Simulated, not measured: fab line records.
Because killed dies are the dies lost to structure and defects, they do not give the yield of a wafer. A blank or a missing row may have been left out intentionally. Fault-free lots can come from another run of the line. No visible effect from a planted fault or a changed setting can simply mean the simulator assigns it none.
fab line records | flow gf180mcu
record: lots: 15 wafers: 45 last_day: 34
route steps=602 shown V1@353 M2@363
lots with no fault: from the same line, run without faults
start_h: the number of hours between the record's first day and the start of the first shown wafer of the lot | wait_h: hours from the lot's prior step to this one | " repeats the value in the row above | L1.1+2: several wafers, shown together as one row | - value missing, or start not given | * or withheld: withheld | < > ~ a bound
route shown NAME@n: a module of which the file shows steps, and the number in the route of the first | usual: mean/standard deviation of fault-free wafers | same: alike in all rows | chamber/n: place in a boat | sites: the reading at each site | _std_site: the standard deviation of these | _edge_site: mean of outer sites minus mean of inner sites | radius_mm: how far each site lies from the wafer's centre | mask NAME#n: copy n | behind: the most recent tool/chamber to have shaped the wafer | hold: the reason the lot was held/the length of the hold in hours/how it ended | device: whichever transistor did not switch (one of n, p or np) | end of line: tests of these same wafers at the route's end | a step with no rows: only its recipe | killed: the dies lost at the first sort to structure and to defects; this is not the yield of the wafer | map: per-die view of a wafer (x killed, . not killed, _ where there is no die)
set.NAME: setting as actually run; set.NAME@STEP: the setting as run at that earlier step | model.NAME: the simulator's own value behind a step, which no gauge read
steps of the route over a sample of lots; a table a step, a row a wafer
services: when a tool's chamber went out of use (start_h, in hours from the record's first day, below 0 if earlier), for how many hours, and the reason
== steps ==
step: GF_V1_STRIP_18
recipe: chemistry: O2/N2 power_w: 1400 pressure_mtorr: 1500 platen_temp_c: 250 o2_flow_sccm: 3000 n2_flow_sccm: 300 overash_fraction: 0.5
usual: drypump_motor_current_A: 6.0/0.45 heater_power_w: 322/29 o2_flow_sccm: 3002/9.1 oes_product_au: 0.600/0.0051
columns lot.wafer tool chamber start_h wait_h drypump_motor_current_A heater_power_w o2_flow_sccm oes_product_au rf_hours_counter_h
L815.2 plasma_asher-04 1 410.66 - 5.2 377 3007 0.604 81
L815.3 " 0 " " 5.5 324 3001 0.595 -
L815.5 " 1 " " 5.2 373 2993 0.608 -
L818.1 plasma_asher-02 0 445.55 - 6.3 284 2994 0.603 65
L818.2 " 1 " " 6.2 301 3003 0.601 65
L818.3 " 0 " " 6.3 282 2998 0.598 -
L819.1 plasma_asher-02 0 464.00 - 6.2 287 3020 0.598 67
L819.2 " 1 " " 6.3 303 2997 0.601 67
L819.3 " 1 " " 6.2 309 3007 0.600 -
L821.1 plasma_asher-03 0 475.81 - 6.1 351 3004 0.606 37
L821.2 " 1 " " 6.5 306 2999 0.600 37
L821.4 " 0 " " 6.1 351 3005 0.601 -
L822.1 plasma_asher-04 1 489.22 - 5.2 362 3004 0.598 6
L822.5 " 0 " " 5.5 333 3007 0.595 -
L822.6 " 1 " " 5.2 356 2997 0.598 -
L823.3 plasma_asher-02 0 491.73 - 6.2 287 2994 0.590 -
L823.4 " 1 " " 6.3 307 2979 0.599 -
L823.5 " 0 " " 6.3 286 3010 0.594 -
L824.1 plasma_asher-03 1 494.94 - 6.5 302 3006 0.598 39
L824.3 " 1 " " 6.6 303 3006 0.598 -
L824.6 " 0 " " 6.1 361 3000 0.593 -
L825.1 plasma_asher-03 1 503.95 - 6.6 303 3013 0.597 40
L825.2 " 0 " " 6.1 355 3011 0.597 40
L825.4 " 1 " " 6.6 299 3019 0.596 -
L826.2 plasma_asher-03 0 513.30 - 6.1 351 2996 0.598 41
L826.5 " 1 " " 6.5 303 3002 0.605 -
L826.6 " 0 " " 6.1 355 2996 0.600 -
L829.3 plasma_asher-03 1 539.35 - 6.6 302 3002 0.600 -
L829.4 " 0 " " 6.1 354 2998 0.592 -
L829.5 " 0 " " 6.1 344 3007 0.600 -
L830.1 plasma_asher-04 0 542.80 - 5.5 345 2999 0.601 12
L830.2 " 1 " " 5.2 354 3013 0.600 12
L830.3 " 1 " " 5.2 361 3000 0.609 -
L831.3 plasma_asher-04 1 552.43 - 5.2 353 2996 0.592 -
L831.5 " 1 " " 5.3 351 2997 0.599 -
L831.6 " 0 " " 5.5 328 2998 0.598 -
L833.2 plasma_asher-02 0 563.20 - 6.2 284 2997 0.606 77
L833.5 " 1 " " 6.3 303 2997 0.603 -
L833.6 " 0 " " 6.2 283 3000 0.606 -
L837.3 plasma_asher-03 1 594.78 - 6.6 296 3004 0.590 -
L837.5 " 1 " " 6.6 296 2986 0.602 -
L837.6 " 0 " " 6.1 360 2995 0.594 -
L838.1 plasma_asher-04 1 604.60 - 5.2 362 2995 0.601 17
L838.2 " 0 " " 5.5 339 2994 0.606 17
L838.4 " 1 " " 5.2 354 2984 0.595 -
step: GF_M2_SPUTTER_01
recipe: material: TiN target_thk_nm: 30 power_w: 6500 time_s: 25 chamber_pressure_pa: 0.4
usual: cathode_dc_power_W: 6500.1/1.2 throttle_valve_pct: 30.0/1.2
columns lot.wafer tool chamber start_h wait_h cathode_dc_power_W throttle_valve_pct
L815.2 pvd_sputter-01 - 411.99 0.1 6499.5 28.5
L815.3 " - " " 6501.3 29.9
L815.5 " - " " 6498.9 30.5
L818.1 pvd_sputter-03 - 446.87 0.1 6501.8 30.1
L818.2 " - " " 6500.3 29.2
L818.3 " - " " 6501.7 29.3
L819.1 pvd_sputter-01 - 465.36 0.1 6502.5 29.9
L819.2 " - " " 6499.9 28.9
L819.3 " - " " 6499.4 28.7
L821.1 pvd_sputter-01 - 477.14 0.1 6500.8 28.9
L821.2 " - " " 6500.0 29.9
L821.4 " - " " 6499.2 30.4
L822.1 pvd_sputter-03 - 490.55 0.1 6499.9 33.1
L822.5 " - " " 6501.6 29.3
L822.6 " - " " 6499.9 29.5
L823.3 pvd_sputter-03 - 493.05 0.1 6499.8 29.1
L823.4 " - " " 6500.6 29.5
L823.5 " - " " 6497.5 30.2
L824.1 pvd_sputter-02 - 496.27 0.1 6499.2 30.2
L824.3 " - " " 6498.8 30.8
L824.6 " - " " 6499.5 29.0
L825.1 pvd_sputter-01 - 505.28 0.1 6499.1 28.7
L825.2 " - " " 6499.6 30.5
L825.4 " - " " 6499.9 28.7
L826.2 pvd_sputter-01 - 514.63 0.1 6499.0 28.7
L826.5 " - " " 6500.2 28.7
L826.6 " - " " 6501.1 29.8
L829.3 pvd_sputter-01 - 540.64 0.1 6498.9 28.9
L829.4 " - " " 6500.2 30.5
L829.5 " - " " 6499.4 28.7
L830.1 pvd_sputter-01 - 544.21 0.1 6499.8 29.2
L830.2 " - " " 6501.6 30.4
L830.3 " - " " 6499.4 28.6
L831.3 pvd_sputter-02 - 553.72 0.1 6500.3 31.6
L831.5 " - " " 6500.4 30.0
L831.6 " - " " 6497.0 31.6
L833.2 pvd_sputter-03 - 564.52 0.1 6501.0 29.2
L833.5 " - " " 6500.6 29.3
L833.6 " - " " 6503.8 32.8
L837.3 pvd_sputter-03 - 596.10 0.1 6500.6 29.9
L837.5 " - " " 6501.0 29.4
L837.6 " - " " 6501.9 33.4
L838.1 pvd_sputter-02 - 605.97 0.1 6499.8 29.2
L838.2 " - " " 6499.7 30.4
L838.4 " - " " 6497.8 31.6
step: GF_M2_SPUTTER_03
recipe: material: Ti target_thk_nm: 10 substrate_temp_c: 300 chamber_pressure_pa: 0.3 power_w: 3000 time_s: 6.7
usual: cathode_dc_power_W: 3000.0/0.48 throttle_valve_pct: 30.0/1.2
columns lot.wafer tool chamber start_h wait_h cathode_dc_power_W throttle_valve_pct
L815.2 pvd_sputter-01 - 412.05 0.0 2999.2 28.6
L815.3 " - " " 2999.4 29.7
L815.5 " - " " 3000.8 30.7
L818.1 pvd_sputter-03 - 446.93 0.0 2999.1 29.8
L818.2 " - " " 3000.1 29.2
L818.3 " - " " 2999.7 29.1
L819.1 pvd_sputter-01 - 465.42 0.0 3000.5 29.7
L819.2 " - " " 3000.4 28.9
L819.3 " - " " 2999.7 28.8
L821.1 pvd_sputter-01 - 477.20 0.0 3000.5 28.8
L821.2 " - " " 3000.4 30.1
L821.4 " - " " 2999.6 30.3
L822.1 pvd_sputter-03 - 490.61 0.0 2999.9 33.0
L822.5 " - " " 3000.4 29.5
L822.6 " - " " 3000.4 29.9
L823.3 pvd_sputter-03 - 493.11 0.0 3000.5 29.6
L823.4 " - " " 2999.5 29.1
L823.5 " - " " 3000.2 29.8
L824.1 pvd_sputter-02 - 496.33 0.0 2999.2 30.1
L824.3 " - " " 2999.3 30.8
L824.6 " - " " 2999.5 29.0
L825.1 pvd_sputter-01 - 505.34 0.0 2999.7 28.9
L825.2 " - " " 2999.6 30.7
L825.4 " - " " 3000.1 29.0
L826.2 pvd_sputter-01 - 514.69 0.0 3000.6 28.5
L826.5 " - " " 3000.2 28.6
L826.6 " - " " 2999.7 30.0
L829.3 pvd_sputter-01 - 540.70 0.0 2999.3 28.6
L829.4 " - " " 2999.5 30.5
L829.5 " - " " 2999.8 29.1
L830.1 pvd_sputter-01 - 544.27 0.0 3000.3 29.0
L830.2 " - " " 2999.1 30.3
L830.3 " - " " 3000.0 28.7
L831.3 pvd_sputter-02 - 553.78 0.0 3000.2 31.8
L831.5 " - " " 3000.4 30.0
L831.6 " - " " 2999.8 32.1
L833.2 pvd_sputter-03 - 564.58 0.0 3000.2 29.1
L833.5 " - " " 3000.2 29.4
L833.6 " - " " 2999.1 32.8
L837.3 pvd_sputter-03 - 596.16 0.0 2999.8 30.0
L837.5 " - " " 2999.8 29.5
L837.6 " - " " 3000.5 33.0
L838.1 pvd_sputter-02 - 606.03 0.0 2999.7 29.2
L838.2 " - " " 2999.8 30.4
L838.4 " - " " 3000.5 31.8
step: GF_M2_METAL_ETCH_16
recipe: chemistry: Cl2/BCl3 mask_material: KrF target_depth_nm: 627.5 stop_on: SiO2 pressure_mtorr: 8.366 icp_w: 800 bias_w: 140 Cl2_flow_sccm: 80 bcl3_flow_sccm: 40 time_s: 104.6
usual: bcl3_flow_sccm: 39.99/0.14 bias_w: 140.0/0.43 drypump_motor_current_A: 5.7/0.57 oes_product_au: 0.973/0.006 throttle_valve_pct: 27.538/0.011
columns lot.wafer tool chamber start_h wait_h bcl3_flow_sccm bias_w drypump_motor_current_A oes_product_au rf_hours_counter_h throttle_valve_pct
L815.2 rie_metal-02 0 436.82 0.0 40.00 140.2 5.1 0.968 8 27.537
L815.3 " 1 " " 39.79 140.4 5.0 0.971 - 27.542
L815.5 " 1 " " 39.84 140.3 5.0 0.970 - 27.559
L818.1 rie_metal-03 1 470.74 0.0 40.12 140.1 6.2 0.976 12 27.541
L818.2 " 0 " " 39.84 140.2 6.3 0.977 1 27.534
L818.3 " 1 " " 40.08 139.8 6.2 0.978 - 27.521
L819.1 rie_metal-04 1 489.79 0.0 39.94 139.8 6.4 0.973 7 27.529
L819.2 " 0 " " 39.99 140.3 5.4 0.974 9 27.531
L819.3 " 1 " " 40.06 139.9 6.4 0.960 - 27.549
L821.1 rie_metal-04 0 501.29 0.0 39.92 140.1 5.4 0.975 9 27.527
L821.2 " 1 " " 39.88 139.6 6.4 0.978 8 27.541
L821.4 " 0 " " 39.78 139.6 5.3 0.973 - 27.549
L822.1 rie_metal-02 1 513.91 0.0 40.00 140.2 5.0 0.974 11 27.523
L822.5 " 1 " " 40.00 140.6 5.0 0.976 - 27.533
L822.6 " 0 " " 40.10 140.0 5.1 0.985 - 27.540
L823.3 rie_metal-04 1 516.28 0.1 40.01 139.4 6.4 0.972 - 27.539
L823.4 " 0 " " 39.92 139.9 5.4 0.975 - 27.546
L823.5 " 0 " " 39.77 139.6 5.4 0.979 - 27.545
L824.1 rie_metal-02 1 519.99 0.0 39.96 140.5 5.1 0.980 11 27.550
L824.3 " 1 " " 40.05 140.7 5.1 0.970 - 27.525
L824.6 " 0 " " 40.08 139.6 5.1 0.983 - 27.535
L825.1 rie_metal-03 0 527.79 0.0 40.18 140.9 6.2 0.965 2 27.546
L825.2 " 1 " " 39.97 139.8 6.2 0.971 1 27.557
L825.4 " 0 " " 40.09 140.5 6.2 0.977 - 27.519
L826.2 rie_metal-02 0 537.75 0.1 40.00 139.9 5.1 0.963 - 27.549
L826.5 " 0 " " 39.94 139.1 5.1 0.967 - 27.535
L826.6 " 0 " " 40.10 139.3 5.1 0.977 - 27.554
L829.3 rie_metal-03 1 562.70 0.1 - - - - - -
L829.4 " 0 " " - - - - - -
L829.5 " 0 " " - - - - - -
L830.1 rie_metal-04 0 566.69 0.0 - - - - - -
L830.2 " 1 " " - - - - - -
L830.3 " 1 " " - - - - - -
L831.3 rie_metal-02 0 575.81 0.1 - - - - - -
L831.5 " 0 " " - - - - - -
L831.6 " 1 " " - - - - - -
L833.2 rie_metal-04 1 586.47 0.0 40.00 140.1 6.4 0.973 10 27.541
L833.5 " 1 " " 40.13 140.6 6.4 0.974 - 27.544
L833.6 " 0 " " 40.04 140.4 5.4 0.980 - 27.538
L837.3 rie_metal-03 1 617.25 0.1 40.03 140.1 6.3 0.967 - 27.566
L837.5 " 0 " " 40.16 140.0 6.2 0.968 - 27.533
L837.6 " 1 " " 40.09 140.1 6.2 0.970 - 27.510
L838.1 rie_metal-02 0 626.74 0.0 40.14 139.9 5.1 0.981 1 27.531
L838.2 " 1 " " 39.84 140.1 5.1 0.981 2 27.538
L838.4 " 1 " " 40.15 139.7 5.0 0.967 - 27.550
step: GF_M2_STRIP_17
recipe: chemistry: O2/N2 power_w: 1400 pressure_mtorr: 1500 platen_temp_c: 250 o2_flow_sccm: 3000 n2_flow_sccm: 300 overash_fraction: 0.5
usual: drypump_motor_current_A: 5.8/0.52 heater_power_w: 319/31 o2_flow_sccm: 2999/9.6 oes_product_au: 0.556/0.0048 strip_time_to_endpoint_s: 7.84/0.038
columns lot.wafer tool chamber start_h wait_h drypump_motor_current_A heater_power_w o2_flow_sccm oes_product_au rf_hours_counter_h strip_time_to_endpoint_s
L815.2 plasma_asher-01 0 436.93 0.1 5.3 349 3003 0.555 79 7.76
L815.3 " 0 " " 5.2 342 2993 0.553 - 7.84
L815.5 " 0 " " 5.3 356 2988 0.558 - 7.88
L818.1 plasma_asher-01 0 470.85 0.1 5.3 349 2988 0.559 83 7.83
L818.2 " 1 " " 5.4 274 3004 0.559 83 7.84
L818.3 " 0 " " 5.3 355 2988 0.550 - 7.80
L819.1 plasma_asher-03 1 489.90 0.1 6.6 303 3005 0.559 38 7.82
L819.2 " 0 " " 6.1 359 3006 0.564 38 7.86
L819.3 " 1 " " 6.6 300 2988 0.549 - 7.82
L821.1 plasma_asher-01 0 501.40 0.1 5.3 355 3003 0.557 86 7.87
L821.2 " 1 " " 5.4 281 2974 0.555 86 7.80
L821.4 " 0 " " 5.3 358 2999 0.558 - 7.85
L822.1 plasma_asher-03 1 514.03 0.1 6.6 300 3026 0.554 41 7.88
L822.5 " 0 " " 6.1 366 3029 0.558 - 7.85
L822.6 " 1 " " 6.6 312 3021 0.562 - 7.84
L823.3 plasma_asher-01 1 516.39 0.1 5.4 285 2987 0.551 - 7.89
L823.4 " 0 " " 5.3 357 2995 0.555 - 7.86
L823.5 " 1 " " 5.4 283 2991 0.560 - 7.92
L824.1 plasma_asher-01 1 520.10 0.1 5.4 283 2999 0.560 88 7.90
L824.3 " 1 " " 5.5 288 3014 0.563 - 7.89
L824.6 " 0 " " 5.3 353 3002 0.554 - 7.82
L825.1 plasma_asher-02 1 527.90 0.1 6.3 303 3006 0.553 73 7.87
L825.2 " 0 " " 6.3 283 3002 0.553 73 7.83
L825.4 " 1 " " 6.3 305 2996 0.555 - 7.83
L826.2 plasma_asher-01 1 537.94 0.1 5.4 278 2988 0.546 89 7.77
L826.5 " 0 " " 5.3 352 2997 0.560 - 7.80
L826.6 " 1 " " 5.4 287 2992 0.549 - 7.77
L829.3 plasma_asher-01 1 562.81 0.1 5.4 285 2993 0.664 - 10.19
L829.4 " 0 " " 5.3 359 3010 0.655 - 10.20
L829.5 " 0 " " 5.3 353 3007 0.665 - 10.25
L830.1 plasma_asher-01 1 566.80 0.1 5.4 290 3001 0.660 93 10.23
L830.2 " 0 " " 5.3 349 2999 0.660 93 10.22
L830.3 " 1 " " 5.4 281 2993 0.660 - 10.23
L831.3 plasma_asher-03 0 575.95 0.1 6.1 351 3010 0.657 - 10.19
L831.5 " 0 " " 6.1 349 3006 0.651 - 10.20
L831.6 " 1 " " 6.5 296 2998 0.659 - 10.23
L833.2 plasma_asher-02 1 586.58 0.1 6.2 307 3011 0.549 79 7.88
L833.5 " 1 " " 6.2 305 2997 0.561 - 7.85
L833.6 " 0 " " 6.3 288 2993 0.548 - 7.88
L837.3 plasma_asher-03 1 617.36 0.1 6.6 302 2997 0.550 - 7.86
L837.5 " 1 " " 6.6 304 3004 0.556 - 7.85
L837.6 " 0 " " 6.1 359 3002 0.559 - 7.84
L838.1 plasma_asher-03 1 626.85 0.1 6.6 307 3001 0.566 54 7.86
L838.2 " 0 " " 6.1 347 3012 0.563 54 7.85
L838.4 " 1 " " 6.6 304 3009 0.557 - 7.88
== services ==
columns tool chamber start_h hours kind
rie_metal-02 - 394.79 1.0 repair
plasma_asher-04 - 409.18 0.4 repair
pvd_sputter-02 - 412.19 1.1 repair
plasma_asher-04 - 421.25 9.0 pm
pvd_sputter-02 - 435.73 7.6 repair
plasma_asher-04 - 438.52 0.9 repair
plasma_asher-01 - 464.81 1.2 repair
plasma_asher-04 - 465.11 1.2 repair
plasma_asher-04 - 472.39 0.8 repair
plasma_asher-02 - 472.66 1.2 repair
plasma_asher-02 - 492.10 3.1 pm
plasma_asher-01 - 510.74 4.3 pm
rie_metal-03 - 515.55 2.8 pm
pvd_sputter-01 1 528.35 - consumable_replace:kit
pvd_sputter-01 1 528.35 18.0 scheduled_down
pvd_sputter-01 1 528.35 18.0 vent_cycle
pvd_sputter-03 - 571.32 8.4 repair
plasma_asher-04 - 584.24 17.2 pm
plasma_asher-04 - 605.81 30.2 repair
rie_metal-02 - 613.11 0.6 repair
pvd_sputter-01 0 619.86 - consumable_replace:kit
pvd_sputter-01 0 619.86 18.0 scheduled_down
pvd_sputter-01 0 619.86 18.0 vent_cycle
pvd_sputter-03 - 620.23 1.0 repair
== key ==
first_sign: step: GF_M2_METAL_ETCH_16 reading: tool_record direction: missing
effect: step: GF_M2_STRIP_17 reading: strip_time_to_endpoint_s direction: up sigmas: 62 usual: * struck: *
met_at GF_M2_METAL_ETCH_16
struck_lots L829,L830,L831
later_rows_left_out L829.3,L829.4,L829.5,L830.1,L830.2,L830.3,L831.3,L831.5,L831.6
sort_left_out L829.3,L829.4,L829.5,L830.1,L830.2,L830.3,L831.3,L831.5,L831.6
not_acting_at GF_V1_STRIP_18,GF_M2_SPUTTER_01,GF_M2_SPUTTER_03
onset_between 537.75 562.70
fault: kind: skipped_step_whole tool: rie_metal-02,rie_metal-03,rie_metal-04 chamber: - onset_h: 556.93 steps: GF_M2_METAL_ETCH_16 scope: struck_lots_only
sort_left_out: the simulated sort isn't trusted on such a fault, so these wafers' sort isn't shown, and their yield isn't known
later_rows_left_out: the simulator's readings of these wafers behind a module that went badly wrong aren't trusted and aren't shown, but for the sort
